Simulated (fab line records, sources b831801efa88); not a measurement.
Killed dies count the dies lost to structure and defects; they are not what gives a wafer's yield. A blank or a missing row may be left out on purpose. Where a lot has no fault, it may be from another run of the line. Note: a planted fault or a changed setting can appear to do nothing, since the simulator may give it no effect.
Which tool was responsible? || flow sky130 || 45 wafers from 15 lots sampled at 2 of the route's 708 steps

## WHAT THE GAUGES READ, wafer by wafer
SKY_CONTACT_RS_MEAS_25: a four-point-probe measurement. Usual: CONTACT_W_RS 0.339 ohm/sq, standard deviation 0.0046.
{"lot": "L272", "measured": "day 31 04:34", "on": "filmMetro-01", "CONTACT_W_RS (ohm/sq)": "0.349 0.340 0.343", "flag": ""}
{"lot": "L273", "measured": "day 32 00:20", "on": "filmMetro-04", "CONTACT_W_RS (ohm/sq)": "0.340 0.343 0.343", "flag": ""}
{"lot": "L275", "measured": "day 32 10:20", "on": "filmMetro-04", "CONTACT_W_RS (ohm/sq)": "0.336 0.337 0.341", "flag": ""}
{"lot": "L276", "measured": "day 32 20:44", "on": "filmMetro-02", "CONTACT_W_RS (ohm/sq)": "0.340 0.334 0.342", "flag": ""}
{"lot": "L277", "measured": "day 33 07:49", "on": "filmMetro-01", "CONTACT_W_RS (ohm/sq)": "0.343 0.336 0.340", "flag": ""}
{"lot": "L280", "measured": "day 34 03:13", "on": "filmMetro-01", "CONTACT_W_RS (ohm/sq)": "0.345 0.336 0.342", "flag": ""}
{"lot": "L279", "measured": "day 34 04:39", "on": "filmMetro-01", "CONTACT_W_RS (ohm/sq)": "0.340 0.334 0.336", "flag": ""}
{"lot": "L281", "measured": "day 34 17:52", "on": "filmMetro-01", "CONTACT_W_RS (ohm/sq)": "0.341 0.342 0.338", "flag": ""}
{"lot": "L282", "measured": "day 35 03:41", "on": "filmMetro-02", "CONTACT_W_RS (ohm/sq)": "0.344 0.329 0.342", "flag": ""}
{"lot": "L283", "measured": "day 35 05:35", "on": "filmMetro-01", "CONTACT_W_RS (ohm/sq)": "0.338 0.327 0.342", "flag": ""}
{"lot": "L289", "measured": "day 37 02:52", "on": "filmMetro-01", "CONTACT_W_RS (ohm/sq)": "0.332 0.341 0.344", "flag": ""}
{"lot": "L290", "measured": "day 37 05:55", "on": "filmMetro-01", "CONTACT_W_RS (ohm/sq)": "0.342 0.338 0.346", "flag": ""}
{"lot": "L291", "measured": "day 37 13:03", "on": "filmMetro-04", "CONTACT_W_RS (ohm/sq)": "0.344 0.337 0.341", "flag": ""}
{"lot": "L292", "measured": "day 37 18:06", "on": "filmMetro-01", "CONTACT_W_RS (ohm/sq)": "0.338 0.343 0.344", "flag": ""}
{"lot": "L293", "measured": "day 37 22:45", "on": "filmMetro-02", "CONTACT_W_RS (ohm/sq)": "0.329 0.340 0.333", "flag": ""}

SKY_METAL1_CD_MEAS_15: the cd target is 140 nm. Usual: cdNm at 140.3 nm, with a standard deviation of 1.9.
{"lot": "L272", "measured": "day 32 09:24", "on": "cdSem-01", "cdNm (nm)": "144.1 142.8 144.0", "flag": ""}
{"lot": "L273", "measured": "day 33 03:34", "on": "cdSem-02", "cdNm (nm)": "139.4 139.5 139.9", "flag": ""}
{"lot": "L275", "measured": "day 33 14:31", "on": "cdSem-01", "cdNm (nm)": "139.1 139.4 139.0", "flag": ""}
{"lot": "L276", "measured": "day 34 00:07", "on": "cdSem-01", "cdNm (nm)": "142.1 141.9 143.6", "flag": ""}
{"lot": "L277", "measured": "day 34 11:01", "on": "cdSem-01", "cdNm (nm)": "141.5 142.1 141.3", "flag": ""}
{"lot": "L280", "measured": "day 35 07:13", "on": "cdSem-01", "cdNm (nm)": "139.4 138.2 138.9", "flag": ""}
{"lot": "L279", "measured": "day 35 07:55", "on": "cdSem-01", "cdNm (nm)": "142.8 142.6 141.2", "flag": ""}
{"lot": "L281", "measured": "day 35 21:28", "on": "cdSem-02", "cdNm (nm)": "139.0 138.5 140.1", "flag": ""}
{"lot": "L282", "measured": "day 36 06:19", "on": "cdSem-02", "cdNm (nm)": "141.1 142.4 140.9", "flag": ""}
{"lot": "L283", "measured": "day 36 08:19", "on": "cdSem-02", "cdNm (nm)": "139.2 137.8 138.8", "flag": ""}
{"lot": "L289", "measured": "day 38 04:49", "on": "cdSem-02", "cdNm (nm)": "138.4 137.2 138.4", "flag": ""}
{"lot": "L290", "measured": "day 38 08:46", "on": "cdSem-01", "cdNm (nm)": "142.1 141.8 142.7", "flag": ""}
{"lot": "L291", "measured": "day 38 14:46", "on": "cdSem-01", "cdNm (nm)": "141.7 142.6 141.7", "flag": ""}
{"lot": "L292", "measured": "day 38 20:28", "on": "cdSem-02", "cdNm (nm)": "140.0 141.5 139.0", "flag": ""}
{"lot": "L293", "measured": "day 39 01:07", "on": "cdSem-02", "cdNm (nm)": "142.2 142.3 141.6", "flag": ""}

## TOOL THAT RAN EACH LOT (tool first, then ch and the chambers of the sampled wafers, then the start)
The record shows no process step preceding these readings.

## AS READ BY THE TOOLS THEMSELVES (means over the sampled wafers that have a number; for cases with no such wafer, the mark the record gives instead)
The record holds no such reading with a usual standard deviation.

## THE ANSWER, worked out from the rows above alone
Rule: a lot counts as off when the mean over its wafers that have a number is more than 3 standard deviations away from the usual mean. A lot without any number at a reading at which 4 lots or more have one is off too. The other lots that the step has rows for count as sound. First the gauges in route order, then the tools' own readings, where a lot's mean is used as printed above. At the first step where some lot is off, the reading lying furthest off is the one used; lots without a number count as furthest.
No lot is off at any reading shown: from this, nothing can be told.

## WHAT WAS PUT IN BY THE SIMULATOR
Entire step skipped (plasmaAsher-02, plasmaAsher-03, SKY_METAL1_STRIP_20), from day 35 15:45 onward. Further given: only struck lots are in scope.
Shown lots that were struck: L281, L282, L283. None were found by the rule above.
